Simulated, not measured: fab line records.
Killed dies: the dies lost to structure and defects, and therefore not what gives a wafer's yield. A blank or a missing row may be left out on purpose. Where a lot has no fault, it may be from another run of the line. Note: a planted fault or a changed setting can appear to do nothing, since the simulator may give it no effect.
Code-filled problem report in 8D (eight disciplines) form | flow sky130 | the parts of the form that need people (team, actions taken, sign-off) are left out

## 1. PROBLEM STATEMENT
Wafers free of any fault read 186.2 (standard deviation 1.4) for VT_ADJUST_LVTN_2_TW at SKY_VT_ADJUST_LVTN_TW_MEAS_21, against a mean of 175.2 on 5 wafers of 3 lots. That puts it -7.9 standard deviations away from the usual mean.
First observed at day 13 10:07: wafer L292.1, on filmMetro-01. At this step, 37 wafers from 13 lots have a number in the record. The rule behind "out" and "out of limits": a value lying over 4 standard deviations away from the usual mean. Any other wafer with a number is counted as sound.

## 2. WHAT IT IS AND WHAT IT IS NOT
question                    | is                                       | is not
which readings at this step | VT_ADJUST_LVTN_2_TW                      | -
which lots                  | L292, L293, L295                         | L272, L273, L274, L275, L276, L277, L279, L283, L284, L285
which wafers of those lots  | L292.1, L292.4, L293.1, L295.1, L295.4   | L293.5, L293.6
read on which gauges        | filmMetro-01, filmMetro-02, filmMetro-03 | -
when                        | from day 13 10:07                        | up to then (30 sound wafers); but 2 sound wafers of L293 came after

## 3. WHAT RULES OUT EACH SUSPECT
Counting: if a tool at a process step up to the reading ran every lot that is out, it stays a suspect. Sound lots after the first of them don't rule it out here, since some wafers of a struck lot are sound.
- the gauge at SKY_VT_ADJUST_LVTN_TW_MEAS_21 has been ruled out. Those wafers that are out were read across 3 gauges (filmMetro-01, filmMetro-02, filmMetro-03).
- implanter-02 at SKY_VT_ADJUST_LVTN_IMPLANT_19: kept. Ran every lot that is out, first one L292 (day 13 09:52); last sound lot up to then L285 (day 11 07:38).
The count leaves implanter-02 at SKY_VT_ADJUST_LVTN_IMPLANT_19.

## 4. THE CAUSE (what the simulator had put in)
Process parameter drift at SKY_VT_ADJUST_LVTN_IMPLANT_19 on implanter-02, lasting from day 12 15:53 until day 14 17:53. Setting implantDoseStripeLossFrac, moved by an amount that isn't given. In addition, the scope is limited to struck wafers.
Counting left only this tool.

## 5. THE EFFECT CHAIN, in route order
Each row: a reading where the mean over the struck wafers with a number is more than 3 standard deviations away from the usual. Only readings for which the record gives a usual standard deviation are gone through. hours: the time from each lot's start at the first step in this table that gives one to its start at this step, as a median over the lots. sigmas: the change in usual standard deviations.
hours | step                          | reading             | usual | on struck wafers | change | sigmas
0     | SKY_VT_ADJUST_LVTN_TW_MEAS_21 | VT_ADJUST_LVTN_2_TW | 186.2 | 175.2            | -11.0  | -7.9
At these later measuring or inspecting steps, every struck wafer for which the step has a row has a number for every such reading, and none has moved that far: SKY_VT_ADJUST_NCORE_CD_MEAS_07.

## 6. WHAT WOULD HAVE CAUGHT IT SOONER
In this record the first reading out of limits at a measuring or inspecting step was taken at day 13 10:07, 18 hours after the fault began at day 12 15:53.
Of the tool readings at SKY_VT_ADJUST_LVTN_IMPLANT_19 for which the record gives a usual standard deviation, none was out on any struck wafer, so an alarm limit of 4 standard deviations on them would not have fired.
L293, L295, from the lots that are out (3), started SKY_VT_ADJUST_LVTN_IMPLANT_19 on implanter-02 later than day 13 10:07. A hold on the tool at that time would have spared those 2.
